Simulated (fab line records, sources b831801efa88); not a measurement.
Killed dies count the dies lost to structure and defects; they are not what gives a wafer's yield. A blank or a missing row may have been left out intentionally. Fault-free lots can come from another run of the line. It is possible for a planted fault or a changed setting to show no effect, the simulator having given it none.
8D (eight disciplines) problem report, filled in by code + flow sfq line + the parts of the form that need people (team, actions taken, sign-off) are left out

== 1. WHAT WENT WRONG ==
M0_NB_RS at SFQ_M0_RS_MEAS_904 reads a mean of 0.617 ohm/sq on 6 wafers of 3 lots; wafers without a fault read 0.884 ohm/sq with a standard deviation of 0.012. That is -22 standard deviations from the usual mean.
The step: measures by four-point-probe.
First observed at day 9 19:29: wafer L958.3, on film metro-02. The record holds 45 wafers of 15 lots with a number at this step. By rule, "out" or "out of limits" means more than 4 standard deviations away from the usual mean. Any other wafer with a number is counted as sound.

== 2. WHAT IT IS; WHAT IT IS NOT ==
| question                    | is                                             | is not                                                                    |
|-----------------------------|------------------------------------------------|---------------------------------------------------------------------------|
| which readings at this step | M0_NB_RS                                       | -                                                                         |
| which lots                  | L958, L961, L964                               | L942, L943, L944, L945, L946, L947, L949, L951, L952, L953, L954, L955    |
| which wafers of those lots  | L958.3, L958.4, L961.3, L961.4, L964.3, L964.4 | L958.1, L961.1, L964.6                                                    |
| read on which gauges        | film metro-01, film metro-02, film metro-03    | -                                                                         |
| when                        | from day 9 19:29                               | up to then (37 sound wafers); but 2 sound wafers of L961, L964 came after |

== 3. SUSPECTS, AND WHAT RULES EACH OUT ==
Counting: any tool at a process step up to the reading remains a suspect provided it ran every lot that is out. Sound lots after the first of them don't rule it out here, since some wafers of a struck lot are sound.
- the gauge at SFQ_M0_RS_MEAS_904: ruled out. The wafers that are out were read on 3 gauges (film metro-01, film metro-02, film metro-03).
- pvd sputter-05 at SFQ_TRILAYER_M0_DEP_SPUTTER_019 (material Nb, target thk 200 nm, time 133.3 s): kept. It processed each lot that is out (first: L958, day 9 19:24); up to then, its last sound lot is L955 (day 8 20:36).
The count leaves pvd sputter-05 at SFQ_TRILAYER_M0_DEP_SPUTTER_019.

== 4. THE CAUSE (what the simulator had put in) ==
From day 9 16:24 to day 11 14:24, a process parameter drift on pvd sputter-05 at SFQ_TRILAYER_M0_DEP_SPUTTER_019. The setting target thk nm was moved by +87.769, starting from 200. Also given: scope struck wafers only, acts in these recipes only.
Counting left only this tool.

== 5. THE CHAIN OF EFFECTS, in route order ==
Each row: a reading whose mean over the struck wafers that have a number lies more than 3 standard deviations from the usual. Scope: only readings with a usual standard deviation given in the record; hours: median across lots of the time from each lot's start at the first step in this table that gives one to its start at this step; sigmas: change in usual standard deviations.
| hours | step                                | reading        | usual        | on struck wafers | change | sigmas |
|-------|-------------------------------------|----------------|--------------|------------------|--------|--------|
| 0     | SFQ_M0_RS_MEAS_904                  | M0_NB_RS       | 0.884 ohm/sq | 0.617            | -0.267 | -22    |
| 78    | SFQ_TRILAYER_M0_ETCH_METAL_ETCH_024 | oes product au | 0.898 a.u.   | 0.997            | +0.099 | +12    |
Process steps it contains:
- SFQ_TRILAYER_M0_ETCH_METAL_ETCH_024: etches Nb in Cl2/Ar, stops on SiO2, target depth 240 nm, time 120 s.

== 6. WHAT WOULD HAVE CAUGHT IT SOONER ==
The first out-of-limits reading at a measuring or inspecting step in this record came at day 9 19:29, 3 hours after the fault's start at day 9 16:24.
Tool readings at SFQ_TRILAYER_M0_DEP_SPUTTER_019 with a usual standard deviation given in the record: none out on any struck wafer, hence no alarm at a limit of 4 standard deviations on them.
Among the 3 lots that are out, L961, L964 began SFQ_TRILAYER_M0_DEP_SPUTTER_019 on pvd sputter-05 after day 9 19:29. A hold on the tool at that time would have spared those 2.
